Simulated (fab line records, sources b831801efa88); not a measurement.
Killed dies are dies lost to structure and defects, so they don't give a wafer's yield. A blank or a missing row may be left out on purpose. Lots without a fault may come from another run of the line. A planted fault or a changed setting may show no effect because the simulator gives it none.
Which tool did it? | flow sky130 | 11 lots, 33 wafers sampled, at 2 steps of a route of 708

WHAT THE GAUGES READ, wafer by wafer
SKY_CONTACT_RS_MEAS_25: measures by four-point-probe.
lot  | measured     | on            | CONTACT_W_RS (ohm/sq)
L994 | day 31 20:06 | film_metro-01 | 0.3378 0.3374 0.3349
L993 | day 31 21:32 | film_metro-03 | 0.3401 0.3300 0.3331
L995 | day 32 10:26 | film_metro-03 | 0.3352 0.3376 0.3322
L996 | day 32 16:12 | film_metro-03 | 0.3373 0.2816 0.3359
L100 | day 33 23:56 | film_metro-04 | 0.2818 0.3371 0.2814
L108 | day 36 12:58 | film_metro-01 | 0.3328 0.3386 0.3373
L111 | day 37 02:55 | film_metro-04 | 0.3374 0.3348 0.3405
L113 | day 38 02:50 | film_metro-04 | 0.3398 0.3360 0.3422
L114 | day 38 07:20 | film_metro-04 | 0.3388 0.3315 0.3380
L115 | day 38 12:27 | film_metro-04 | 0.3331 0.3407 0.3359
L116 | day 38 19:46 | film_metro-03 | 0.3367 0.3377 0.3375

WHICH TOOL RAN EACH LOT (tool, then ch and the chambers of the sampled wafers, then the start)
lot  | SKY_CONTACT_CVD_24
L994 | cvd_w-02 ch 0, day 31 19:58
L993 | cvd_w-01 ch 0,1, day 31 21:25
L995 | cvd_w-02 ch 0,1, day 32 10:20
L996 | cvd_w-02 ch 0,1, day 32 16:05
L100 | cvd_w-02 ch 0,1, day 33 23:50
L108 | cvd_w-01 ch 0,1, day 36 12:52
L111 | cvd_w-02 ch 0,1, day 37 02:48
L113 | cvd_w-02 ch 0,1, day 38 02:44
L114 | cvd_w-02 ch 0,1, day 38 07:13
L115 | cvd_w-02 ch 0,1, day 38 12:20
L116 | cvd_w-02 ch 0,1, day 38 19:40
- SKY_CONTACT_CVD_24: deposits W, target thk 340 nm, time 102.12 s.

THE ANSWER, worked out from the rows above alone
Rule: what is usual is taken from the lots themselves. Put in order of their means at a reading, lots are off if they are a third of the lots or fewer, leave a main group of 4 or more, and stand apart from it by a gap of 3 or more times the standard deviation of the main group's means; of several such gaps the widest counts. A main group whose means are all the same, to the digits that the tables above print for the reading, isn't used. A lot without any number at a reading at which 4 lots or more have one is off too. The other lots that the step has rows for count as sound.
Off: L996, L100, at SKY_CONTACT_RS_MEAS_25 (CONTACT_W_RS). The main group: mean 0.3366 ohm/sq, standard deviation 0.0014.
A tool fits if, at a process step before that reading, it ran every lot that is off, and no sound lot after the first of them. The gauges at SKY_CONTACT_RS_MEAS_25 are tried like those tools. None of those tried fits.

WHAT THE SIMULATOR HAD PUT IN
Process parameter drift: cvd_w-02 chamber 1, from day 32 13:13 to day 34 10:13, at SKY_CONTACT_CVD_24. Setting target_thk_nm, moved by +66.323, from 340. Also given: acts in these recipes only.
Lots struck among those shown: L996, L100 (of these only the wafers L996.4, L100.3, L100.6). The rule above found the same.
